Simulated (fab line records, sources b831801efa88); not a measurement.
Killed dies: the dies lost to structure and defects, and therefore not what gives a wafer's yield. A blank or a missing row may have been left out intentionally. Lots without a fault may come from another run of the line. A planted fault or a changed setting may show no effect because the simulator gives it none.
fab line records / flow sky130
record lots=6 wafers=18 last_day=50
route steps=708 shown LDD_N@238 PAD_OPEN@708
lots that met no fault: from a run of the same line without faults
start_h: hours from the record's first day to the start of the lot's first wafer shown / wait_h: time in hours since the lot's previous step / " repeats the value in the row above / L1.1+2: several wafers, shown together as one row / - no value present, or no start provided / * or withheld: withheld / < > ~ a bound
route shown NAME@n: names a module that has steps shown in the file, with the first one's number in the route / usual: the fault-free wafers' mean and standard deviation / same: alike in all rows / chamber/n: place in a boat / sites: per-site readings / _std_site: their standard deviation / _edge_site: the outer-site mean with the inner-site mean subtracted / radius_mm: for every site, how far away it sits from the centre of the wafer / mask NAME#n: copy n / behind: tool/chamber where the wafer was last shaped / hold: cause of the lot's hold/its duration in hours/its outcome / device: transistor that didn't switch, given as n, p or np / end of line: the tests these same wafers got at the end of their route / a step without rows: its recipe alone / killed: not the wafer's yield, but the dies lost to structure and defects at the first sort / map: a wafer's dies, marking killed ones x, the rest . and places with no die _
set.NAME: the setting the step ran with; set.NAME@STEP: the setting that earlier step ran with / model.NAME: the simulator's own value behind a step, which no gauge read
lots at selected steps of the route; one table per step, one row per wafer
services: when a tool's chamber went out of use (start_h, in hours from the record's first day, below 0 if earlier), for how many hours, and the reason
## steps
# step SKY_LDD_N_HMDS_01
# recipe prime_time_s=60 prime_temp_c=120
# step SKY_LDD_N_COAT_02
# recipe resist=NOVOLAK spin_rpm=3000 resist_thk_nm=300
# step SKY_LDD_N_SOFTBAKE_03
# recipe temp_c=90 time_s=60 resist=NOVOLAK
# step SKY_LDD_N_EXPOSE_04
# recipe mask_id=NTM target_cd_nm=840 na=0.6 source_shape=conventional sigma_outer=0.6 dose_mj=110
# step SKY_LDD_N_PEB_05
# recipe temp_c=withheld time_s=* resist=NOVOLAK
# step SKY_LDD_N_DEVELOP_06
# recipe develop_time_s=60 dev_temp_c=23
# step SKY_LDD_N_OVL_MEAS_07
# usual LDD_N_OVL=-0.1/1.3
lot.wafer=L695.1 tool=overlay-02 chamber=- start_h=449.06 wait_h=0.1 LDD_N_OVL[nm]=2.0
lot.wafer=L695.2 tool=overlay-02 chamber=- start_h=449.06 wait_h=0.1 LDD_N_OVL[nm]=0.0
lot.wafer=L695.3 tool=overlay-02 chamber=- start_h=449.06 wait_h=0.1 LDD_N_OVL[nm]=1.7
lot.wafer=L694.1 tool=overlay-02 chamber=- start_h=452.15 wait_h=0.1 LDD_N_OVL[nm]=-1.4
lot.wafer=L694.5 tool=overlay-02 chamber=- start_h=452.15 wait_h=0.1 LDD_N_OVL[nm]=-1.5
lot.wafer=L694.6 tool=overlay-02 chamber=- start_h=452.15 wait_h=0.1 LDD_N_OVL[nm]=-2.5
lot.wafer=L700.2 tool=overlay-01 chamber=- start_h=492.37 wait_h=0.1 LDD_N_OVL[nm]=0.8
lot.wafer=L700.3 tool=overlay-01 chamber=- start_h=492.37 wait_h=0.1 LDD_N_OVL[nm]=-2.2
lot.wafer=L700.5 tool=overlay-01 chamber=- start_h=492.37 wait_h=0.1 LDD_N_OVL[nm]=-0.6
lot.wafer=L709.1 tool=overlay-01 chamber=- start_h=569.45 wait_h=0.1 LDD_N_OVL[nm]=0.4
lot.wafer=L709.3 tool=overlay-01 chamber=- start_h=569.45 wait_h=0.1 LDD_N_OVL[nm]=-1.0
lot.wafer=L709.5 tool=overlay-01 chamber=- start_h=569.45 wait_h=0.1 LDD_N_OVL[nm]=0.4
lot.wafer=L712.3 tool=overlay-01 chamber=- start_h=591.98 wait_h=0.1 LDD_N_OVL[nm]=1.5
lot.wafer=L712.4 tool=overlay-01 chamber=- start_h=591.98 wait_h=0.1 LDD_N_OVL[nm]=0.5
lot.wafer=L712.5 tool=overlay-01 chamber=- start_h=591.98 wait_h=0.1 LDD_N_OVL[nm]=0.2
lot.wafer=L713.2 tool=overlay-01 chamber=- start_h=602.16 wait_h=0.1 LDD_N_OVL[nm]=-4.2
lot.wafer=L713.3 tool=overlay-01 chamber=- start_h=602.16 wait_h=0.1 LDD_N_OVL[nm]=0.8
lot.wafer=L713.4 tool=overlay-01 chamber=- start_h=602.16 wait_h=0.1 LDD_N_OVL[nm]=0.5
# step SKY_LDD_N_IMPLANT_08
# recipe species=As energy_kev=20 dose_cm2=7.5e+13 tilt_deg=withheld rotation_deg=23
# step SKY_LDD_N_IMPLANT_09
# recipe species=As energy_kev=20 dose_cm2=7.5e+13 tilt_deg=withheld rotation_deg=113
# step SKY_LDD_N_IMPLANT_10
# recipe species=As energy_kev=20 dose_cm2=7.5e+13 tilt_deg=withheld rotation_deg=203
# step SKY_LDD_N_IMPLANT_11
# recipe species=As energy_kev=20 dose_cm2=7.5e+13 tilt_deg=withheld rotation_deg=293
# step SKY_LDD_N_IMPLANT_12
# recipe species=BF2 energy_kev=50 dose_cm2=5e+12 tilt_deg=30 rotation_deg=0
# step SKY_LDD_N_IMPLANT_13
# recipe species=BF2 energy_kev=50 dose_cm2=5e+12 tilt_deg=30 rotation_deg=90
# usual beam_energy_keV=50.002/0.015 faraday_current_uA=28.2/0.46 rotation_deg=90.001/0.028
lot.wafer=L695.1 tool=implanter-02 chamber=0 start_h=449.85 wait_h=0.1 beam_energy_keV=50.011 faraday_current_uA=28.6 rotation_deg=89.951
lot.wafer=L695.2 tool=implanter-02 chamber=0 start_h=449.85 wait_h=0.1 beam_energy_keV=50.007 faraday_current_uA=28.5 rotation_deg=89.968
lot.wafer=L695.3 tool=implanter-02 chamber=0 start_h=449.85 wait_h=0.1 beam_energy_keV=50.001 faraday_current_uA=28.4 rotation_deg=89.987
lot.wafer=L694.1 tool=implanter-03 chamber=0 start_h=452.94 wait_h=0.1 beam_energy_keV=50.013 faraday_current_uA=28.9 rotation_deg=89.982
lot.wafer=L694.5 tool=implanter-03 chamber=0 start_h=452.94 wait_h=0.1 beam_energy_keV=50.010 faraday_current_uA=28.9 rotation_deg=90.002
lot.wafer=L694.6 tool=implanter-03 chamber=0 start_h=452.94 wait_h=0.1 beam_energy_keV=49.988 faraday_current_uA=28.3 rotation_deg=89.977
lot.wafer=L700.2 tool=implanter-01 chamber=0 start_h=493.17 wait_h=0.1 beam_energy_keV=49.999 faraday_current_uA=27.5 rotation_deg=90.019
lot.wafer=L700.3 tool=implanter-01 chamber=0 start_h=493.17 wait_h=0.1 beam_energy_keV=50.001 faraday_current_uA=28.3 rotation_deg=90.005
lot.wafer=L700.5 tool=implanter-01 chamber=0 start_h=493.17 wait_h=0.1 beam_energy_keV=50.006 faraday_current_uA=28.5 rotation_deg=89.993
lot.wafer=L709.1 tool=implanter-03 chamber=0 start_h=570.24 wait_h=0.1 beam_energy_keV=50.001 faraday_current_uA=27.9 rotation_deg=289.66
lot.wafer=L709.3 tool=implanter-03 chamber=0 start_h=570.24 wait_h=0.1 beam_energy_keV=50.017 faraday_current_uA=28.6 rotation_deg=289.67
lot.wafer=L709.5 tool=implanter-03 chamber=0 start_h=570.24 wait_h=0.1 beam_energy_keV=50.015 faraday_current_uA=28.0 rotation_deg=289.61
lot.wafer=L712.3 tool=implanter-03 chamber=0 start_h=592.80 wait_h=0.1 beam_energy_keV=49.995 faraday_current_uA=28.2 rotation_deg=289.61
lot.wafer=L712.4 tool=implanter-03 chamber=0 start_h=592.80 wait_h=0.1 beam_energy_keV=50.003 faraday_current_uA=27.8 rotation_deg=289.61
lot.wafer=L712.5 tool=implanter-03 chamber=0 start_h=592.80 wait_h=0.1 beam_energy_keV=50.005 faraday_current_uA=28.5 rotation_deg=289.58
lot.wafer=L713.2 tool=implanter-01 chamber=0 start_h=602.96 wait_h=0.1 beam_energy_keV=50.008 faraday_current_uA=27.9 rotation_deg=89.929
lot.wafer=L713.3 tool=implanter-01 chamber=0 start_h=602.96 wait_h=0.1 beam_energy_keV=50.020 faraday_current_uA=27.9 rotation_deg=89.966
lot.wafer=L713.4 tool=implanter-01 chamber=0 start_h=602.96 wait_h=0.1 beam_energy_keV=49.998 faraday_current_uA=28.5 rotation_deg=90.013
# step SKY_LDD_N_IMPLANT_14
# recipe species=BF2 energy_kev=50 dose_cm2=5e+12 tilt_deg=30 rotation_deg=180
# step SKY_PAD_OPEN_PROBE_99
# usual killed_at_M0_to_M3=43/6.9 killed_at_M4_up=3.1/1.8 killed_at_contacts=24/5.1 killed_at_front_end=15/4.8 killed_at_other=0.3/0.48 killed_dies=86/8.9 killed_open=47/6.8 killed_short=39/6.3
# same gross_dies=492 killed_at_back_side=0
lot.wafer=L695.1 tool=prober-02 chamber=- start_h=1108.07 wait_h=0.1 killed_at_M0_to_M3=40 killed_at_M4_up=5 killed_at_contacts=23 killed_at_front_end=11 killed_at_other=2 killed_dies=81 killed_open=35 killed_short=46 model.etest.nfet_01v8_turned.vt_sat_v=0.6405 model.etest.nfet_01v8_swapped.vt_sat_v=0.6411 model.etest.nfet_01v8_turned.vt_v=0.6917
lot.wafer=L695.2 tool=prober-02 chamber=- start_h=1108.12 wait_h=0.1 killed_at_M0_to_M3=41 killed_at_M4_up=6 killed_at_contacts=22 killed_at_front_end=14 killed_at_other=0 killed_dies=83 killed_open=44 killed_short=39 model.etest.nfet_01v8_turned.vt_sat_v=0.6309 model.etest.nfet_01v8_swapped.vt_sat_v=0.638 model.etest.nfet_01v8_turned.vt_v=0.6841
lot.wafer=L695.3 tool=prober-02 chamber=- start_h=1108.17 wait_h=0.2 killed_at_M0_to_M3=46 killed_at_M4_up=3 killed_at_contacts=18 killed_at_front_end=10 killed_at_other=0 killed_dies=77 killed_open=39 killed_short=38 model.etest.nfet_01v8_turned.vt_sat_v=0.631 model.etest.nfet_01v8_swapped.vt_sat_v=0.6352 model.etest.nfet_01v8_turned.vt_v=0.6841
lot.wafer=L694.1 tool=prober-01 chamber=- start_h=1114.70 wait_h=0.1 killed_at_M0_to_M3=43 killed_at_M4_up=1 killed_at_contacts=26 killed_at_front_end=16 killed_at_other=1 killed_dies=87 killed_open=53 killed_short=33 model.etest.nfet_01v8_turned.vt_sat_v=0.6692 model.etest.nfet_01v8_swapped.vt_sat_v=0.6674 model.etest.nfet_01v8_turned.vt_v=0.7182
lot.wafer=L694.5 tool=prober-01 chamber=- start_h=1114.90 wait_h=0.2 killed_at_M0_to_M3=51 killed_at_M4_up=0 killed_at_contacts=18 killed_at_front_end=17 killed_at_other=1 killed_dies=87 killed_open=53 killed_short=33 model.etest.nfet_01v8_turned.vt_sat_v=0.6744 model.etest.nfet_01v8_swapped.vt_sat_v=0.6711 model.etest.nfet_01v8_turned.vt_v=0.7237
lot.wafer=L694.6 tool=prober-01 chamber=- start_h=1114.95 wait_h=0.2 killed_at_M0_to_M3=51 killed_at_M4_up=3 killed_at_contacts=14 killed_at_front_end=14 killed_at_other=0 killed_dies=82 killed_open=40 killed_short=42 model.etest.nfet_01v8_turned.vt_sat_v=0.6713 model.etest.nfet_01v8_swapped.vt_sat_v=0.6688 model.etest.nfet_01v8_turned.vt_v=0.7185
lot.wafer=L700.2 tool=prober-02 chamber=- start_h=1136.82 wait_h=0.1 killed_at_M0_to_M3=39 killed_at_M4_up=6 killed_at_contacts=31 killed_at_front_end=21 killed_at_other=0 killed_dies=97 killed_open=59 killed_short=38 model.etest.nfet_01v8_turned.vt_sat_v=0.6482 model.etest.nfet_01v8_swapped.vt_sat_v=0.6434 model.etest.nfet_01v8_turned.vt_v=0.6989
lot.wafer=L700.3 tool=prober-02 chamber=- start_h=1136.87 wait_h=0.2 killed_at_M0_to_M3=48 killed_at_M4_up=2 killed_at_contacts=25 killed_at_front_end=27 killed_at_other=1 killed_dies=103 killed_open=50 killed_short=52 model.etest.nfet_01v8_turned.vt_sat_v=0.6537 model.etest.nfet_01v8_swapped.vt_sat_v=0.6493 model.etest.nfet_01v8_turned.vt_v=0.699
lot.wafer=L700.5 tool=prober-02 chamber=- start_h=1136.97 wait_h=0.2 killed_at_M0_to_M3=41 killed_at_M4_up=2 killed_at_contacts=24 killed_at_front_end=15 killed_at_other=1 killed_dies=83 killed_open=42 killed_short=40 model.etest.nfet_01v8_turned.vt_sat_v=0.647 model.etest.nfet_01v8_swapped.vt_sat_v=0.6401 model.etest.nfet_01v8_turned.vt_v=0.6925
lot.wafer=L709.1 tool=prober-01 chamber=- start_h=1182.12 wait_h=0.1 killed_at_M0_to_M3=31 killed_at_M4_up=1 killed_at_contacts=24 killed_at_front_end=11 killed_at_other=1 killed_dies=68 killed_open=39 killed_short=29 model.etest.nfet_01v8_turned.vt_sat_v=0.7169 model.etest.nfet_01v8_swapped.vt_sat_v=0.6361 model.etest.nfet_01v8_turned.vt_v=0.7203
lot.wafer=L709.3 tool=prober-01 chamber=- start_h=1182.22 wait_h=0.2 killed_at_M0_to_M3=42 killed_at_M4_up=3 killed_at_contacts=29 killed_at_front_end=15 killed_at_other=0 killed_dies=89 killed_open=51 killed_short=38 model.etest.nfet_01v8_turned.vt_sat_v=0.7166 model.etest.nfet_01v8_swapped.vt_sat_v=0.6379 model.etest.nfet_01v8_turned.vt_v=0.723
lot.wafer=L709.5 tool=prober-01 chamber=- start_h=1182.32 wait_h=0.2 killed_at_M0_to_M3=49 killed_at_M4_up=1 killed_at_contacts=24 killed_at_front_end=18 killed_at_other=0 killed_dies=92 killed_open=54 killed_short=37 model.etest.nfet_01v8_turned.vt_sat_v=0.7142 model.etest.nfet_01v8_swapped.vt_sat_v=0.6388 model.etest.nfet_01v8_turned.vt_v=0.7159
lot.wafer=L712.3 tool=prober-02 chamber=- start_h=1192.12 wait_h=0.2 killed_at_M0_to_M3=49 killed_at_M4_up=2 killed_at_contacts=32 killed_at_front_end=19 killed_at_other=0 killed_dies=102 killed_open=59 killed_short=43 model.etest.nfet_01v8_turned.vt_sat_v=0.7158 model.etest.nfet_01v8_swapped.vt_sat_v=0.6418 model.etest.nfet_01v8_turned.vt_v=0.7226
lot.wafer=L712.4 tool=prober-02 chamber=- start_h=1192.17 wait_h=0.2 killed_at_M0_to_M3=32 killed_at_M4_up=3 killed_at_contacts=29 killed_at_front_end=13 killed_at_other=0 killed_dies=77 killed_open=43 killed_short=34 model.etest.nfet_01v8_turned.vt_sat_v=0.7041 model.etest.nfet_01v8_swapped.vt_sat_v=0.6339 model.etest.nfet_01v8_turned.vt_v=0.7143
lot.wafer=L712.5 tool=prober-02 chamber=- start_h=1192.22 wait_h=0.2 killed_at_M0_to_M3=55 killed_at_M4_up=2 killed_at_contacts=27 killed_at_front_end=12 killed_at_other=0 killed_dies=96 killed_open=53 killed_short=43 model.etest.nfet_01v8_turned.vt_sat_v=0.7151 model.etest.nfet_01v8_swapped.vt_sat_v=0.6398 model.etest.nfet_01v8_turned.vt_v=0.7185
lot.wafer=L713.2 tool=prober-01 chamber=- start_h=1197.95 wait_h=0.1 killed_at_M0_to_M3=49 killed_at_M4_up=1 killed_at_contacts=26 killed_at_front_end=18 killed_at_other=0 killed_dies=94 killed_open=44 killed_short=50 model.etest.nfet_01v8_turned.vt_sat_v=0.6398 model.etest.nfet_01v8_swapped.vt_sat_v=0.6368 model.etest.nfet_01v8_turned.vt_v=0.6862
lot.wafer=L713.3 tool=prober-01 chamber=- start_h=1198.00 wait_h=0.2 killed_at_M0_to_M3=50 killed_at_M4_up=3 killed_at_contacts=18 killed_at_front_end=18 killed_at_other=0 killed_dies=89 killed_open=47 killed_short=42 model.etest.nfet_01v8_turned.vt_sat_v=0.6452 model.etest.nfet_01v8_swapped.vt_sat_v=0.6446 model.etest.nfet_01v8_turned.vt_v=0.6919
lot.wafer=L713.4 tool=prober-01 chamber=- start_h=1198.05 wait_h=0.2 killed_at_M0_to_M3=35 killed_at_M4_up=5 killed_at_contacts=25 killed_at_front_end=17 killed_at_other=0 killed_dies=82 killed_open=42 killed_short=39 model.etest.nfet_01v8_turned.vt_sat_v=0.639 model.etest.nfet_01v8_swapped.vt_sat_v=0.634 model.etest.nfet_01v8_turned.vt_v=0.691
# killed by level:class
L695.1 CONTACT:geometric_particle:open=8 METAL2:geometric_particle:short=7 VIA1:geometric_particle:open=7 METAL1:geometric_particle:short=6 VIA2:geometric_particle:open=6 METAL4:geometric_particle:short=5 LI_CONTACT:geometric_particle:open=5 FIELD_ISO:geometric_particle:short=4
L695.2 VIA1:geometric_particle:open=10 CONTACT:geometric_particle:open=6 METAL2:geometric_particle:short=6 VIA2:geometric_particle:open=6 FIELD_ISO:geometric_particle:open=5 LI_CONTACT:geometric_particle:short=5 LI_CONTACT:geometric_particle:open=5 LOCAL_INTERCONNECT:geometric_particle:short=4
L695.3 VIA1:geometric_particle:open=11 METAL1:geometric_particle:short=7 VIA1:geometric_particle:short=6 CONTACT:geometric_particle:open=5 FIELD_ISO:geometric_particle:open=5 LI_CONTACT:geometric_particle:open=5 CONTACT:geometric_particle:short=5 VIA3:geometric_particle:short=4
L694.1 CONTACT:geometric_particle:open=13 METAL2:geometric_particle:short=11 VIA1:geometric_particle:open=9 LI_CONTACT:geometric_particle:open=6 VIA2:geometric_particle:open=6 VIA3:geometric_particle:open=6 POLY_GATE:geometric_particle:short=4 POLY_GATE:geometric_particle:open=4
L694.5 VIA1:geometric_particle:open=10 METAL1:geometric_particle:short=8 VIA3:geometric_particle:open=8 LI_CONTACT:geometric_particle:open=7 VIA2:geometric_particle:open=7 CONTACT:geometric_particle:open=6 FIELD_ISO:geometric_particle:short=5 METAL2:geometric_particle:short=5
L694.6 VIA1:geometric_particle:open=7 CONTACT:geometric_particle:open=7 METAL1:geometric_particle:short=7 VIA1:geometric_particle:short=6 METAL2:geometric_particle:short=6 VIA2:geometric_particle:open=5 VIA3:geometric_particle:open=5 POLY_GATE:geometric_particle:short=4
L700.2 VIA1:geometric_particle:open=10 LI_CONTACT:geometric_particle:open=9 CONTACT:geometric_particle:open=8 VIA2:geometric_particle:open=8 FIELD_ISO:geometric_particle:short=7 FIELD_ISO:geometric_particle:open=6 CONTACT:geometric_particle:short=6 METAL4:geometric_particle:short=6
L700.3 VIA1:geometric_particle:open=12 CONTACT:geometric_particle:open=11 VIA1:geometric_particle:short=10 VIA2:geometric_particle:open=8 FIELD_ISO:geometric_particle:short=6 METAL2:geometric_particle:short=6 FIELD_ISO:geometric_particle:open=5 POLY_GATE:geometric_particle:open=5
L700.5 LI_CONTACT:geometric_particle:open=8 LOCAL_INTERCONNECT:geometric_particle:short=7 VIA1:geometric_particle:open=6 FIELD_ISO:geometric_particle:open=5 VIA2:geometric_particle:open=5 CONTACT:geometric_particle:open=5 METAL1:geometric_particle:short=5 VIA2:geometric_particle:short=5
L709.1 LI_CONTACT:geometric_particle:open=8 CONTACT:geometric_particle:open=8 VIA2:geometric_particle:short=5 VIA1:geometric_particle:open=5 FIELD_ISO:geometric_particle:open=4 CONTACT:geometric_particle:short=4 METAL1:geometric_particle:short=4 FIELD_ISO:geometric_particle:short=3
L709.3 CONTACT:geometric_particle:open=11 LI_CONTACT:geometric_particle:open=10 VIA3:geometric_particle:open=9 CONTACT:geometric_particle:short=6 METAL2:geometric_particle:short=6 FIELD_ISO:geometric_particle:open=5 VIA1:geometric_particle:open=4 VIA2:geometric_particle:open=4
L709.5 CONTACT:geometric_particle:open=11 VIA1:geometric_particle:open=10 METAL1:geometric_particle:short=8 VIA3:geometric_particle:open=7 LOCAL_INTERCONNECT:geometric_particle:short=6 FIELD_ISO:geometric_particle:open=5 VIA1:geometric_particle:short=5 VIA2:geometric_particle:open=5
L712.3 VIA1:geometric_particle:open=17 LI_CONTACT:geometric_particle:open=13 VIA3:geometric_particle:open=7 VIA1:geometric_particle:short=6 FIELD_ISO:geometric_particle:open=5 POLY_GATE:geometric_particle:short=5 LOCAL_INTERCONNECT:geometric_particle:short=5 CONTACT:geometric_particle:short=5
L712.4 CONTACT:geometric_particle:open=9 LI_CONTACT:geometric_particle:open=8 VIA2:geometric_particle:open=6 VIA3:geometric_particle:open=6 CONTACT:geometric_particle:short=5 VIA1:geometric_particle:open=5 FIELD_ISO:geometric_particle:short=4 POLY_GATE:geometric_particle:short=3
L712.5 VIA1:geometric_particle:open=15 LI_CONTACT:geometric_particle:open=9 VIA2:geometric_particle:open=8 CONTACT:geometric_particle:open=7 METAL1:geometric_particle:short=7 VIA3:geometric_particle:short=6 FIELD_ISO:geometric_particle:open=5 VIA3:geometric_particle:open=5
L713.2 METAL2:geometric_particle:short=11 VIA1:geometric_particle:open=8 LOCAL_INTERCONNECT:geometric_particle:short=7 METAL1:geometric_particle:short=6 CONTACT:geometric_particle:open=6 CONTACT:geometric_particle:short=5 VIA2:geometric_particle:open=5 VIA3:geometric_particle:open=5
L713.3 VIA1:geometric_particle:open=10 CONTACT:geometric_particle:open=8 METAL2:geometric_particle:short=8 METAL1:geometric_particle:short=7 METAL3:geometric_particle:short=6 FIELD_ISO:geometric_particle:open=5 VIA3:geometric_particle:open=5 VIA2:geometric_particle:open=5
L713.4 VIA1:geometric_particle:open=9 LI_CONTACT:geometric_particle:open=8 METAL2:geometric_particle:short=7 FIELD_ISO:geometric_particle:short=6 POLY_GATE:geometric_particle:short=6 CONTACT:geometric_particle:open=6 VIA2:geometric_particle:open=6 VIA3:geometric_particle:open=5
## services
tool=implanter-03 chamber=- start_h=448.23 hours=2.5 kind=repair
tool=implanter-03 chamber=- start_h=489.25 hours=5.9 kind=repair
tool=implanter-02 chamber=- start_h=529.13 hours=3.2 kind=pm
tool=implanter-03 chamber=- start_h=539.53 hours=0.6 kind=repair
tool=implanter-01 chamber=- start_h=598.18 hours=2.0 kind=repair
## key
first_sign step=SKY_LDD_N_IMPLANT_13 reading=rotation_deg direction=up sigmas=99+ usual=90.001 struck=289.62
effect none on later readings
model_effect step=SKY_PAD_OPEN_PROBE_99 value=etest.nfet_01v8_turned.vt_sat_v without=0.6559 struck=0.7138
met_at SKY_LDD_N_IMPLANT_13
struck_wafers L709.1,L709.3,L709.5,L712.3,L712.4,L712.5
tester_left_out L709,L712
onset_between 452.94 570.24
fault kind=process_parameter_drift tool=implanter-03 chamber=- onset_h=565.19 steps=SKY_LDD_N_IMPLANT_13 channel=rotation_deg offset=199.62 shape=step end_h=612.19 acts_in=these_recipes_only stated=90
# tester_left_out: of these lots the tester's yield and bins aren't shown, on N5 and GAA mostly nor the transistor test; their killed dies are dies lost to structure and defects alone, not to doping, threshold or leakage, so they don't give the yield
